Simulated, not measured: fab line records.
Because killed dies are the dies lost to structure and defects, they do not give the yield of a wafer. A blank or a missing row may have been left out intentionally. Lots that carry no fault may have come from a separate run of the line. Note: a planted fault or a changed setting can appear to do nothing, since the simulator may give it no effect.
What tool caused it? | flow sfq line | 13 lots, 38 wafers sampled, at 2 steps of a route of 325

## WHAT EACH GAUGE READ, for each wafer
No reading from a measuring or inspecting step in the record can be judged against a usual standard deviation.

## EACH LOT AND THE TOOL THAT RAN IT (in order: tool; ch and the chambers of the sampled wafers; start)
lot  | SFQ_TRILAYER_L0_VIA_LITHO_EXPOSE_014 | SFQ_TRILAYER_I0_METRO_MEASURE_029
L892 | krf scanner-02 ch 0, day 6 19:44     | film metro-02, day 10 21:52
L893 | krf scanner-02 ch 0, day 7 07:56     | film metro-04, day 11 11:41
L895 | krf scanner-01 ch 0, day 8 04:43     | film metro-01, day 12 15:45
L896 | krf scanner-01 ch 0, day 8 15:45     | film metro-04, day 13 00:35
L897 | krf scanner-01 ch 0, day 8 20:33     | film metro-01, day 13 10:35
L899 | krf scanner-01 ch 0, day 9 03:45     | film metro-04, day 13 23:11
L900 | krf scanner-01 ch 0, day 9 07:21     | film metro-01, day 14 09:43
L902 | krf scanner-02 ch 0, day 9 16:21     | film metro-04, day 14 19:31
L903 | krf scanner-02 ch 0, day 9 22:21     | film metro-01, day 15 11:08
L912 | krf scanner-01 ch 0, day 13 19:54    | film metro-02, day 19 23:02
L913 | krf scanner-02 ch 0, day 14 07:37    | film metro-04, day 20 13:23
L914 | krf scanner-02 ch 0, day 14 12:37    | film metro-02, day 20 18:57
L915 | krf scanner-02 ch 0, day 14 19:49    | film metro-02, day 21 02:11
- SFQ_TRILAYER_L0_VIA_LITHO_EXPOSE_014: exposes mask L0V, target cd 700 nm.
- SFQ_TRILAYER_I0_METRO_MEASURE_029

## WHAT THE TOOLS THEMSELVES READ (means of the sampled wafers that have a number; where no wafer has one, the mark that the record gives instead)
SFQ_TRILAYER_L0_VIA_LITHO_EXPOSE_014. Usual: 23.02 C for reticle temp C, sd 0.1.
lot  | tool           | reticle temp C (C) | flag
L892 | krf scanner-02 | 23.05              |
L893 | krf scanner-02 | 22.91              |
L895 | krf scanner-01 | 23.11              |
L896 | krf scanner-01 | 23.04              |
L897 | krf scanner-01 | 23.13              |
L899 | krf scanner-01 | 22.93              |
L900 | krf scanner-01 | 23.04              |
L902 | krf scanner-02 | 23.24              |
L903 | krf scanner-02 | 22.89              |
L912 | krf scanner-01 | 22.93              |
L913 | krf scanner-02 | 22.96              |
L914 | krf scanner-02 | 23.08              |
L915 | krf scanner-02 | 23.11              |

SFQ_TRILAYER_I0_METRO_MEASURE_029. Usual: 200.0 nm for thk nm, sd 1.2.
lot  | tool          | thk nm (nm) | flag
L892 | film metro-02 | 200.6       |
L893 | film metro-04 | 199.2       |
L895 | film metro-01 | 199.3       |
L896 | film metro-04 | 198.7       |
L897 | film metro-01 | 199.8       |
L899 | film metro-04 | 200.5       |
L900 | film metro-01 | 201.1       |
L902 | film metro-04 | 199.3       |
L903 | film metro-01 | 201.5       |
L912 | film metro-02 | 200.2       |
L913 | film metro-04 | 199.5       |
L914 | film metro-02 | 200.9       |
L915 | film metro-02 | 199.9       |

## THE ANSWER, worked out from the rows above alone
Rule: lot off if the mean of its wafers having a number is beyond 3 standard deviations from the usual mean. A lot without any number at a reading at which 4 lots or more have one is off too. Any other lot the step has rows for is counted as sound. Order of review: gauges by route order, followed by the tools' own readings, for which a lot's mean as printed above is used. At the first step where some lot is off, the reading lying furthest off is the one used; lots without a number count as furthest.
Nothing can be told from this: no lot is off at any reading shown.

## WHAT THE SIMULATOR PUT IN
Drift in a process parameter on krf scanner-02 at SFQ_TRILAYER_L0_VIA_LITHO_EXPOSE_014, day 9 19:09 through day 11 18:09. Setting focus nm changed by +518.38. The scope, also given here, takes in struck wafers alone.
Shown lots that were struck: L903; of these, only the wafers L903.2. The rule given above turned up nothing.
